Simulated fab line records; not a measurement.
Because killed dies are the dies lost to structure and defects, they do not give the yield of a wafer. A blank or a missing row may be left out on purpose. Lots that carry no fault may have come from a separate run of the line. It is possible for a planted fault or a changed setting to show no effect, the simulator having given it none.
Which of the tools did it? ; flow sky130 ; 42 wafers from 14 lots sampled at 4 of the route's 708 steps

== WHAT THE GAUGES SHOWED, per wafer ==
SKY_VT_ADJUST_PCH_TW_MEAS_10. Usual: VT_ADJUST_PCH_TW gives 144.3 (standard deviation 1.6).
lot;measured;on;VT_ADJUST_PCH_TW;flag
L677;day 10 09:43;filmMetro-03;143.4 143.7 143.6;
L678;day 10 10:29;filmMetro-04;147.1 146.5 147.5;
L680;day 11 03:48;filmMetro-04;146.1 146.1 146.0;
L683;day 12 06:23;filmMetro-03;144.0 144.5 144.3;
L684;day 12 18:08;filmMetro-02;142.0 142.3 142.2;
L686;day 13 08:57;filmMetro-03;143.9 144.0 144.0;
L691;day 15 02:13;filmMetro-02;141.8 142.6 141.3;
L692;day 15 04:53;filmMetro-04;146.1 145.4 146.4;
L694;day 15 20:50;filmMetro-03;143.7 143.2 144.4;
L695;day 16 04:47;filmMetro-04;145.6 145.1 145.0;
L697;day 16 21:14;filmMetro-04;145.0 145.7 145.5;
L698;day 17 05:35;filmMetro-03;144.5 143.2 144.0;
L700;day 17 21:55;filmMetro-02;142.7 143.2 142.6;
L699;day 17 23:16;filmMetro-03;143.5 143.5 143.2;

SKY_LDD_N_OVL_MEAS_07. Usual: LDD_N_OVL gives -1.2 nm (standard deviation 1.2).
lot;measured;on;LDD_N_OVL (nm);flag
L677;day 17 18:46;overlay-02;0.6 -1.9 -0.7;
L678;day 17 19:16;overlay-01;-3.5 -2.4 -4.5;
L680;day 18 13:01;overlay-01;-0.5 -0.2 0.0;
L683;day 19 22:35;overlay-02;-1.4 -0.2 0.3;
L684;day 20 14:36;overlay-01;-1.8 -1.3 -2.8;
L686;day 21 06:25;overlay-02;-1.0 -0.6 -2.4;
L691;day 23 04:03;overlay-02;-1.3 -2.0 -0.1;
L692;day 23 07:12;overlay-01;-1.6 -0.5 -2.2;
L694;day 24 01:38;overlay-02;0.0 -2.9 -2.9;
L695;day 24 09:38;overlay-01;-0.8 -1.1 -2.0;
L697;day 25 00:08;overlay-01;0.2 -1.5 -2.2;
L698;day 25 10:33;overlay-02;-2.1 -3.5 -2.8;
L700;day 26 18:10;overlay-01;1.8 0.3 -1.0;
L699;day 26 17:53;overlay-02;0.1 -0.3 -3.0;

SKY_SD_P_OVL_MEAS_08. Usual: SD_P_OVL gives 0.3 nm (standard deviation 1.6).
lot;measured;on;SD_P_OVL (nm);flag
L677;day 25 10:02;overlay-01;0.9 0.9 1.5;
L678;day 25 11:41;overlay-02;-2.2 -0.7 -3.8;
L680;day 26 16:26;overlay-02;3.7 0.7 2.2;
L683;day 27 13:37;overlay-01;-3.0 -0.6 -0.7;
L684;day 28 03:33;overlay-02;0.6 1.6 2.5;
L686;day 28 19:49;overlay-01;0.6 1.2 4.0;
L691;day 30 15:17;overlay-01;0.2 -1.6 -0.9;
L692;day 31 04:53;overlay-02;0.3 -0.5 -0.6;
L694;day 31 11:55;overlay-02;-0.6 0.5 0.9;
L695;day 31 18:07;overlay-02;1.1 2.4 1.8;
L697;day 32 07:17;overlay-01;-1.0 -1.5 -1.0;
L698;day 32 16:16;overlay-01;2.3 -1.7 0.1;
L700;day 33 21:41;overlay-01;-0.5 0.4 -0.5;
L699;day 33 21:23;overlay-01;2.2 1.4 2.0;

== WHICH TOOL RAN EACH LOT (tool, then ch and the chambers of the sampled wafers, then the start) ==
lot;SKY_LDD_LDN_EXPOSE_04
L677;ilineStepper-02 ch 0, day 22 06:47
L678;ilineStepper-02 ch 0, day 22 07:25
L680;ilineStepper-02 ch 0, day 22 23:42
L683;ilineStepper-02 ch 0, day 24 08:52
L684;ilineStepper-02 ch 0, day 25 00:47
L686;ilineStepper-01 ch 0, day 25 16:07
L691;ilineStepper-02, day 27 11:49
L692;ilineStepper-02, day 28 01:29
L694;ilineStepper-02 ch 0, day 28 08:01
L695;ilineStepper-01 ch 0, day 28 17:07
L697;ilineStepper-02 ch 0, day 29 06:20
L698;ilineStepper-01 ch 0, day 29 16:42
L700;ilineStepper-02 ch 0, day 30 23:03
L699;ilineStepper-01 ch 0, day 30 22:34
- SKY_LDD_LDN_EXPOSE_04: exposes mask LDNTM, target cd 700 nm.

== WHAT THE TOOLS THEMSELVES READ (means of the sampled wafers that have a number; where no wafer has one, the mark that the record gives instead) ==
SKY_LDD_LDN_EXPOSE_04. Usual: exposureDoseMJCm2 137.68, standard deviation 0.13; focusOffsetNm 0.0 nm, standard deviation 0.55.
lot;tool;exposureDoseMJCm2;focusOffsetNm (nm);flag
L677;ilineStepper-02;137.67;-0.1;
L678;ilineStepper-02;137.71;-0.9;
L680;ilineStepper-02;137.77;0.2;
L683;ilineStepper-02;137.64;-0.4;
L684;ilineStepper-02;137.49;0.5;
L686;ilineStepper-01;137.69;0.3;
L691;ilineStepper-02;-;-;OFF
L692;ilineStepper-02;-;-;OFF
L694;ilineStepper-02;137.65;0.3;
L695;ilineStepper-01;137.83;0.1;
L697;ilineStepper-02;137.64;-0.5;
L698;ilineStepper-01;137.60;0.3;
L700;ilineStepper-02;137.64;0.4;
L699;ilineStepper-01;137.82;0.1;

== THE ANSWER, worked out from the rows above alone ==
Rule: take the mean of a lot's wafers that have a number; if it is more than 3 standard deviations from the usual mean, the lot is off. Also off: a lot with no number at a reading for which 4 or more lots have one. Any other lot the step has rows for is counted as sound. Order of review: gauges by route order, followed by the tools' own readings, for which a lot's mean as printed above is used. The first step at which some lot is off is used, and at that step the reading that is off furthest; a lot without a number counts as furthest.
Off, at SKY_LDD_LDN_EXPOSE_04 on exposureDoseMJCm2: L691, L692. Without a number there: L691, L692.
A tool fits if, at that step or a process step before it, it ran every lot that is off, and no sound lot after the first of them. Not one of the candidates tried fits.

== WHAT WAS PUT IN BY THE SIMULATOR ==
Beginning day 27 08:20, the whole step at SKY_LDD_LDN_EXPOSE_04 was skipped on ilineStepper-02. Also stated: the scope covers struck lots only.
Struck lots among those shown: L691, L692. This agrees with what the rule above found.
